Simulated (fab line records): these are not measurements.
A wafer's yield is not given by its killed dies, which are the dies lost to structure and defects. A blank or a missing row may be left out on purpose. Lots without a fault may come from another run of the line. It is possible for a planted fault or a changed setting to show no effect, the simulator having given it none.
Split-lot study / flow gf180mcu / 5 lots, 23 wafers read, on a route of 602 steps

SPLIT DETAILS
At GF_V5_CVD_00 (deposits SiO2, target thk 300 nm, time 50 s), the setting sih4FlowSccm was moved away from the recipe's 60 sccm on 4 of the 23 wafers read, by -8.9% to +9.8%. For the rest of the wafers, this setting stayed at what the recipe calls for.

Between the split and the reading, the file records no step.

THE READING
V5_CVD_00_THK in nanometres, read at GF_V5_THK_MEAS_01. A value of 296.9 nm with a standard deviation of 2.9 nm is what fault-free wafers of this fab line usually give.

wafer=L080.1; tool, chamber at the split=hdpcvd-01, 0; sih4FlowSccm as run, sccm=60; against the recipe=recipe; V5_CVD_00_THK, nm=295.9; against lot-mates on the recipe=-
wafer=L080.2; tool, chamber at the split=hdpcvd-01, 1; sih4FlowSccm as run, sccm=65.86; against the recipe=+9.8%; V5_CVD_00_THK, nm=327.7; against lot-mates on the recipe=+29.1
wafer=L080.3; tool, chamber at the split=hdpcvd-01, 2; sih4FlowSccm as run, sccm=60; against the recipe=recipe; V5_CVD_00_THK, nm=301.9; against lot-mates on the recipe=-
wafer=L080.5; tool, chamber at the split=hdpcvd-01, 0; sih4FlowSccm as run, sccm=65.86; against the recipe=+9.8%; V5_CVD_00_THK, nm=326.8; against lot-mates on the recipe=+28.2
wafer=L080.6; tool, chamber at the split=hdpcvd-01, 2; sih4FlowSccm as run, sccm=60; against the recipe=recipe; V5_CVD_00_THK, nm=298.1; against lot-mates on the recipe=-
wafer=L082.1; tool, chamber at the split=hdpcvd-01, 2; sih4FlowSccm as run, sccm=60; against the recipe=recipe; V5_CVD_00_THK, nm=296.5; against lot-mates on the recipe=-
wafer=L082.3; tool, chamber at the split=hdpcvd-01, 0; sih4FlowSccm as run, sccm=60; against the recipe=recipe; V5_CVD_00_THK, nm=296.3; against lot-mates on the recipe=-
wafer=L082.4; tool, chamber at the split=hdpcvd-01, 0; sih4FlowSccm as run, sccm=60; against the recipe=recipe; V5_CVD_00_THK, nm=297.5; against lot-mates on the recipe=-
wafer=L082.5; tool, chamber at the split=hdpcvd-01, 1; sih4FlowSccm as run, sccm=60; against the recipe=recipe; V5_CVD_00_THK, nm=294.5; against lot-mates on the recipe=-
wafer=L082.6; tool, chamber at the split=hdpcvd-01, 2; sih4FlowSccm as run, sccm=60; against the recipe=recipe; V5_CVD_00_THK, nm=297.8; against lot-mates on the recipe=-
wafer=L083.2; tool, chamber at the split=hdpcvd-01, 0; sih4FlowSccm as run, sccm=60; against the recipe=recipe; V5_CVD_00_THK, nm=296.0; against lot-mates on the recipe=-
wafer=L083.3; tool, chamber at the split=hdpcvd-01, 1; sih4FlowSccm as run, sccm=60; against the recipe=recipe; V5_CVD_00_THK, nm=297.2; against lot-mates on the recipe=-
wafer=L083.4; tool, chamber at the split=hdpcvd-01, 1; sih4FlowSccm as run, sccm=60; against the recipe=recipe; V5_CVD_00_THK, nm=297.2; against lot-mates on the recipe=-
wafer=L083.5; tool, chamber at the split=hdpcvd-01, 2; sih4FlowSccm as run, sccm=60; against the recipe=recipe; V5_CVD_00_THK, nm=303.1; against lot-mates on the recipe=-
wafer=L083.6; tool, chamber at the split=hdpcvd-01, 0; sih4FlowSccm as run, sccm=60; against the recipe=recipe; V5_CVD_00_THK, nm=299.8; against lot-mates on the recipe=-
wafer=L084.3; tool, chamber at the split=hdpcvd-01, 1; sih4FlowSccm as run, sccm=60; against the recipe=recipe; V5_CVD_00_THK, nm=294.6; against lot-mates on the recipe=-
wafer=L084.4; tool, chamber at the split=hdpcvd-01, 0; sih4FlowSccm as run, sccm=60; against the recipe=recipe; V5_CVD_00_THK, nm=297.7; against lot-mates on the recipe=-
wafer=L084.6; tool, chamber at the split=hdpcvd-01, 1; sih4FlowSccm as run, sccm=60; against the recipe=recipe; V5_CVD_00_THK, nm=297.1; against lot-mates on the recipe=-
wafer=L085.2; tool, chamber at the split=hdpcvd-02, 1; sih4FlowSccm as run, sccm=60; against the recipe=recipe; V5_CVD_00_THK, nm=300.1; against lot-mates on the recipe=-
wafer=L085.3; tool, chamber at the split=hdpcvd-02, 0; sih4FlowSccm as run, sccm=54.64; against the recipe=-8.9%; V5_CVD_00_THK, nm=269.8; against lot-mates on the recipe=-28.5
wafer=L085.4; tool, chamber at the split=hdpcvd-02, 2; sih4FlowSccm as run, sccm=60; against the recipe=recipe; V5_CVD_00_THK, nm=300.4; against lot-mates on the recipe=-
wafer=L085.5; tool, chamber at the split=hdpcvd-02, 1; sih4FlowSccm as run, sccm=54.64; against the recipe=-8.9%; V5_CVD_00_THK, nm=273.5; against lot-mates on the recipe=-24.8
wafer=L085.6; tool, chamber at the split=hdpcvd-02, 0; sih4FlowSccm as run, sccm=60; against the recipe=recipe; V5_CVD_00_THK, nm=294.3; against lot-mates on the recipe=-

FIT RESULTS
A straight line over all 23 wafers: V5_CVD_00_THK changes by +2.98 nm for each +1% of sih4FlowSccm; r = +0.98; the points scatter about the line by 2.3 nm.
The same after taking each lot's own level away (the mean of its wafers on the recipe; 23 wafers): +2.95 nm for each +1%; r = +0.98; scatter 2.1 nm.
That fit puts the effect of the largest move of sih4FlowSccm on the reading at 29 nm.
From 296.47 to 298.66 nm: that is the span of the lots' own levels, equal to 0.8 times the standard deviation above.
So the lot-to-lot level changes the slope little: the two slopes agree.
Check: for one of the wafers moved furthest among these (+9.8%), held out of the fit, the line's prediction against its lot-mates is +28.7 nm. Against them it came out at +29.1 nm.

ADDITIONAL SPLITS CARRIED BY THESE WAFERS
Before the reading, these wafers also passed through other splits. Each is held against what the fit with the lots' levels taken away leaves over:
other split on the same wafers=GF_M4_METAL_ETCH_16 icpW; wafers away from the commonest value=10; r with V5_CVD_00_THK (lot level and that fit taken away)=-0.34
other split on the same wafers=GF_V4_CMP_04 leaveAboveRefNm; wafers away from the commonest value=8; r with V5_CVD_00_THK (lot level and that fit taken away)=+0.14
other split on the same wafers=GF_V4_DEVELOP_13 devTempC; wafers away from the commonest value=2; r with V5_CVD_00_THK (lot level and that fit taken away)=-0.31
other split on the same wafers=GF_V4_SPUTTER_21 timeS; wafers away from the commonest value=7; r with V5_CVD_00_THK (lot level and that fit taken away)=-0.12
other split on the same wafers=GF_MIM_SPUTTER_00 timeS; wafers away from the commonest value=5; r with V5_CVD_00_THK (lot level and that fit taken away)=-0.07
other split on the same wafers=GF_MIM_SPUTTER_08 timeS; wafers away from the commonest value=11; r with V5_CVD_00_THK (lot level and that fit taken away)=-0.04
other split on the same wafers=GF_MIM_METAL_ETCH_19 timeS; wafers away from the commonest value=7; r with V5_CVD_00_THK (lot level and that fit taken away)=+0.01
other split on the same wafers=GF_M5_PEB_05 pebTimeS; wafers away from the commonest value=7; r with V5_CVD_00_THK (lot level and that fit taken away)=+0.13

THE WHOLE CHAIN: every reading that the file lists as answering this split, in the file's order
step=GF_V5_CVD_00; what it does=deposits SiO2, target thk 300 nm, time 50 s; reading=SiO2_of_V5_CVD_00.thkNm (the simulator's own value, which no gauge read); change (the file's fit)=+2.95 nm for each +1% of the setting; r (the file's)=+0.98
step=GF_V5_THK_MEAS_01; what it does=; reading=V5_CVD_00_THK; change (the file's fit)=+2.95 for each +1% of the setting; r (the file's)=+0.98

THE FILE'S OWN FIT
V5_CVD_00_THK changes by +2.95 nm for each +1% of sih4FlowSccm, r = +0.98.
